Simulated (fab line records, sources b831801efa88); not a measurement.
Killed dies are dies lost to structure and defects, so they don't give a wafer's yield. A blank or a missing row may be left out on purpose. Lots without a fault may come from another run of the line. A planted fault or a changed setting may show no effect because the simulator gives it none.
Problem report in the 8D (eight disciplines) form, filled by code | flow sky130 | the parts of the form that need people (team, actions taken, sign-off) are left out

1. THE PROBLEM
FIELD_ISO_CVD_24_THK at SKY_FIELD_ISO_THK_MEAS_25 reads a mean of 628 nm on 4 wafers of 3 lots; wafers without a fault read 594 nm with a standard deviation of 5.9. That is +5.8 standard deviations from the usual mean.
First seen on wafer L294.3, day 5 11:58, on film_metro-01. The record holds 40 wafers of 14 lots with a number at this step. Rule for "out", or "out of limits": more than 4 standard deviations from the usual mean. The other wafers with a number count as sound.

2. WHAT IT IS AND WHAT IT IS NOT
question                    | is                                          | is not
which readings at this step | FIELD_ISO_CVD_24_THK                        | -
which lots                  | L294, L295, L297                            | L281, L282, L283, L284, L286, L288, L289, L290, L291, L293, L296
which wafers of those lots  | L294.3, L295.3, L297.2, L297.3              | L294.4, L294.6, L295.6
read on which gauges        | film_metro-01, film_metro-03, film_metro-04 | -
when                        | from day 5 11:58                            | up to then (32 sound wafers); but 4 sound wafers of L295, L296 came after

3. SUSPECTS, AND WHAT RULES EACH OUT
Counting: a tool at a process step up to the reading stays a suspect if it ran every lot that is out. Sound lots after the first of them don't rule it out here, since some wafers of a struck lot are sound.
- the gauge at SKY_FIELD_ISO_THK_MEAS_25: ruled out. The wafers that are out were read on 3 gauges (film_metro-01, film_metro-03, film_metro-04).
- hdpcvd-01 at SKY_FIELD_ISO_CVD_24 (deposits SiO2, target thk 595 nm, time 99.2 s): kept. It ran every lot that is out, first L294 (day 5 11:52); its last sound lot up to then is L293 (day 5 11:07).
Left after counting: hdpcvd-01 at SKY_FIELD_ISO_CVD_24.

4. THE CAUSE (what the simulator had put in)
Process parameter drift: hdpcvd-01, from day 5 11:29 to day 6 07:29, at SKY_FIELD_ISO_CVD_24. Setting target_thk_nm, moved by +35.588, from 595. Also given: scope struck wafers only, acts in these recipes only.
Counting left only this tool.

5. THE CHAIN OF EFFECTS, in route order
Each row: a reading whose mean over the struck wafers that have a number lies more than 3 standard deviations from the usual. Only readings for which the record gives a usual standard deviation are gone through. hours: the time from each lot's start at the first step in this table that gives one to its start at this step, as a median over the lots. sigmas: the change in usual standard deviations.
hours | step                      | reading              | usual  | on struck wafers | change | sigmas
0     | SKY_FIELD_ISO_THK_MEAS_25 | FIELD_ISO_CVD_24_THK | 594 nm | 628              | +34    | +5.8
Later measuring or inspecting steps at which every struck wafer that the step has a row for has a number for every such reading, and none has moved that far: SKY_SONOS_TUNNEL_OVL_MEAS_08, SKY_SONOS_ONO_THK_MEAS_05.

6. WHAT WOULD HAVE CAUGHT IT SOONER
In this record the first reading out of limits at a measuring or inspecting step was taken at day 5 11:58, 0 hours after the fault began at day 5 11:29.
Of the lots that are out (3), L295, L297 began SKY_FIELD_ISO_CVD_24 on hdpcvd-01 after day 5 11:58. A hold on the tool at that time would have spared those 2.
